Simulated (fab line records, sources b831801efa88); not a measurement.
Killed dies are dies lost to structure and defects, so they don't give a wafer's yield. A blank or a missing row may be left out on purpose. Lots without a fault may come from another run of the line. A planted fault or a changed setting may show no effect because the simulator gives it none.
A struck lot beside a sound one | flow sky130 | 20 steps out of a route of 708
Sound: wafers L612.3, L612.4, L612.5. Struck: wafer L616.4. (L616.2, L616.5 of the same lot were not struck and are left out.) The cause comes at the end.
At each step with rows: each side's tool, then ch and its chambers, then its first start. Under that, the readings that differ: sound wafers | struck wafers | difference of the means | sigmas: that difference in standard deviations of wafers without a fault.
alike: readings whose means differ by less than 2 such deviations, and words and numbers that are the same on both sides. not compared: withheld readings, readings that some wafer has no value for, bounds like >300 that may hide the same value, and numbers for which the record gives no deviation and whose values overlap.
The two part at a step that has a row with sigmas, a row that says differs or no value, or rows on one side only. Numbers that don't overlap but have no deviation are shown without sigmas and don't part them. A reading that every wafer of one side lacks parts them only if that side has two wafers or more.

first, 2 steps without rows for these wafers: SKY_VT_ADJUST_PCH_PEB_05; SKY_VT_ADJUST_PCH_DEVELOP_06 (develop time 60 s).
SKY_VT_ADJUST_PCH_OVL_MEAS_07:
  sound on overlay-01, day 11 07:27; struck on overlay-02, day 12 11:09
  alike: VT_ADJUST_PCH_OVL
then, 1 step without rows for these wafers: SKY_VT_ADJUST_PCH_IMPLANT_08.
SKY_VT_ADJUST_PCH_STRIP_09: strips in O2/N2.
  sound on plasma_asher-02 ch 0,1, day 11 07:40; struck on plasma_asher-02 ch 0, day 12 11:20
  alike: drypump_motor_current_A, n2_flow_sccm, oes_product_au, strip_time_to_endpoint_s
  not compared: rf_hours_counter_h
SKY_VT_ADJUST_PCH_TW_MEAS_10:
  sound on film_metro-01, day 11 07:45; struck on film_metro-03, day 12 11:26
  alike: VT_ADJUST_PCH_TW
then, 6 steps without rows for these wafers: SKY_SONOS_TUNNEL_DEHYDRATE_00 (time 60 s); SKY_SONOS_TUNNEL_HMDS_01 (prime time 60 s); SKY_SONOS_TUNNEL_COAT_02 (resist thk 1140 nm); SKY_SONOS_TUNNEL_SOFTBAKE_03 (time 60 s); SKY_SONOS_TUNNEL_EXPOSE_04 (exposes mask TUNM, target cd 410 nm); SKY_SONOS_TUNNEL_PEB_05.
SKY_SONOS_TUNNEL_DEVELOP_06: develop time 60 s.
  sound on litho_track-04 ch 0, day 12 07:54; struck on litho_track-04 ch 0, day 13 12:10
SKY_SONOS_TUNNEL_CD_MEAS_07: target cd 410 nm.
  sound on cd_sem-01, day 12 08:02; struck on cd_sem-01, day 13 12:19
  not compared: cd_nm
SKY_SONOS_TUNNEL_OVL_MEAS_08:
  sound on overlay-01, day 12 08:08; struck on overlay-01, day 13 12:25
  not compared: SONOS_TUNNEL_OVL
then, 3 steps without rows for these wafers: SKY_SONOS_TUNNEL_IMPLANT_09; SKY_SONOS_TUNNEL_WET_ETCH_10 (etches SiO2 in dHF, target depth 14 nm, time 280 s); SKY_SONOS_TUNNEL_STRIP_11 (strips in SPM, time 600 s).
SKY_SONOS_TUNNEL_TW_MEAS_12:
  sound on film_metro-03, day 12 08:35; struck on film_metro-02, day 13 13:06
  reading         | sound             | struck | difference | sigmas
  SONOS_TUNNEL_TW | 196.5 197.1 197.7 | 29.7   | -167.4     | -99 or more
  not compared: hold
-- the record jumps here: 34 days lie between the struck wafers' starts before and after (it left off in module SONOS_TUNNEL and takes up again in module PAD_OPEN, whose first step shown is number 708 of the route) --
SKY_PAD_OPEN_PROBE_99:
  sound on prober-01, day 46 13:22; struck on prober-01, day 47 19:10
  reading             | sound     | struck                   | difference                   | sigmas
  hold                | - - -     | await_dispo/2.3h/release | no value on the sound wafers |
  killed_at_front_end | 21 22 24  | 424                      | +402                         | +84
  killed_dies         | 101 89 88 | 492                      | +399                         | +42
  killed_on_rim       | 21 18 21  | 96                       | +76                          | +19
  alike: killed_at_M0_to_M3, killed_at_M4_up, killed_at_contacts, killed_at_other, killed_open, killed_short

WHERE THEY PART
First at SKY_SONOS_TUNNEL_TW_MEAS_12; last, within this record, at SKY_PAD_OPEN_PROBE_99.

WHY: what the simulator had put in
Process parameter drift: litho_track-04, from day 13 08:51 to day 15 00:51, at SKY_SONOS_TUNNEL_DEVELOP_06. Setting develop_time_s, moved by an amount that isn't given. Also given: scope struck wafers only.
